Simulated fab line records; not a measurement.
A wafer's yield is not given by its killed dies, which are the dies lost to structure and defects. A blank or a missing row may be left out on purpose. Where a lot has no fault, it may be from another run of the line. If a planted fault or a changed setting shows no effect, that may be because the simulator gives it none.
A lot that was struck, set against a sound lot | flow sky130 | 15 out of 708 route steps
Sound: the wafers L835.1, L835.4, L835.6. Wafers L850.1, L850.2, L850.4 were the ones struck. The cause comes at the end.
At each step with rows: each side's tool, then ch and its chambers, then its first start. Under that, the readings that differ: sound wafers | struck wafers | difference of the means | sigmas: that difference in standard deviations of wafers without a fault.
alike: readings with means less than 2 such deviations apart, plus words and numbers identical on both sides. not compared: withheld readings, readings lacking a value on some wafer, bounds such as >300 that could conceal the same value, and numbers that have no deviation in the record and whose values overlap.
Wherever a step has rows on one side only, a row that says differs or no value, or a row with sigmas, the two part there. Non-overlapping numbers with no deviation appear without sigmas and do not part them. A reading that every wafer of one side lacks parts them only if that side has two wafers or more.

first, 3 steps without rows for these wafers: SKY_CONTACT_EXPOSE_11 (exposes mask CTM1, target cd 170 nm); SKY_CONTACT_PEB_12; SKY_CONTACT_DEVELOP_13 (develop time 60 s).
SKY_CONTACT_CD_MEAS_14 targets a cd of 170 nm.
  sound on cd-sem-01, day 32 15:32; struck on cd-sem-02, day 37 17:54
  alike: cd-nm
SKY_CONTACT_OVL_MEAS_15:
  sound on overlay-01, day 32 15:40; struck on overlay-02, day 37 18:01
  alike: CONTACT_OVL
SKY_CONTACT_ETCH_16: etches BARC in N2/H2, stops on SiO2, time 45.9 s, target depth 60 nm.
  sound on rie-diel-02 ch 0,1,2, day 32 15:42; struck on rie-diel-04 ch 1,2,3, day 37 18:04
  alike: bias-w, drypump-motor-current-A, oes-product-au, throttle-valve-pct
  not compared: rf-hours-counter-h
SKY_CONTACT_ETCH_17: etches SiO2 in C4F8/O2/Ar, stops on Si3N4, target depth 340 nm.
  sound on rie-diel-02 ch 0,1,2, day 32 15:44; struck on rie-diel-04 ch 1,2,3, day 37 18:06
  reading    | sound          | struck         | difference | sigmas
  bias-w (W) | 1199 1205 1210 | 1194 1197 1202 | -7         | -2
  alike: oes-product-au
SKY_CONTACT_ETCH_18: etches Si3N4 in CHF3/O2, stops on TiN, time 39 s, target depth 75 nm.
  sound on rie-diel-02 ch 0,1,2; struck on rie-diel-04 ch 1,2,3
  alike: bias-w, chf3-flow-sccm, drypump-motor-current-A, oes-product-au, throttle-valve-pct
  not compared: rf-hours-counter-h
SKY_CONTACT_STRIP_19: strips in O2/N2.
  sound on plasma-asher-03 ch 1, day 32 15:50; struck on plasma-asher-03 ch 0,1, day 37 18:11
  alike: drypump-motor-current-A, oes-product-au, strip-time-to-endpoint-s
  not compared: rf-hours-counter-h
then, 3 steps without rows for these wafers: SKY_CONTACT_STRIP_20 (strips in post etch residue remover, time 1200 s); SKY_CONTACT_CLEAN_21 (cleans in IPA, time 180 s); SKY_CONTACT_CLEAN_22 (cleans in O3/DIW).
SKY_CONTACT_SPUTTER_23: material TiN, target thk 20 nm, time 80 s.
  sound on pvd-sputter-02, day 32 16:28; struck on pvd-sputter-04, day 37 18:49
  reading                                     | sound            | struck            | difference | sigmas
  model.TiN_of_CONTACT_SPUTTER_23.thk-nm (nm) | 19.96 20.3 19.97 | 18.73 18.87 18.89 | -1.25      |
  alike: throttle-valve-pct
SKY_CONTACT_CVD_24: deposits W, target thk 340 nm, time 102.12 s.
  sound on cvd-w-02 ch 1, day 32 16:31; struck on cvd-w-02 ch 0,1, day 37 18:53
  alike: heater-power-w, susceptor-temp-C
-- the record jumps here: 13 days lie between the struck wafers' starts before and after (it left off in module CONTACT and takes up again in module PAD_OPEN, whose first step shown is number 708 of the route) --
SKY_PAD_OPEN_PROBE_99:
  rows exist in the record for the struck wafers here (prober-01, day 50 10:03), but not for the sound ones

## WHERE THEY PART
At SKY_CONTACT_ETCH_17 first; at SKY_PAD_OPEN_PROBE_99 last (within this record only).

WHY: the cause the simulator had injected
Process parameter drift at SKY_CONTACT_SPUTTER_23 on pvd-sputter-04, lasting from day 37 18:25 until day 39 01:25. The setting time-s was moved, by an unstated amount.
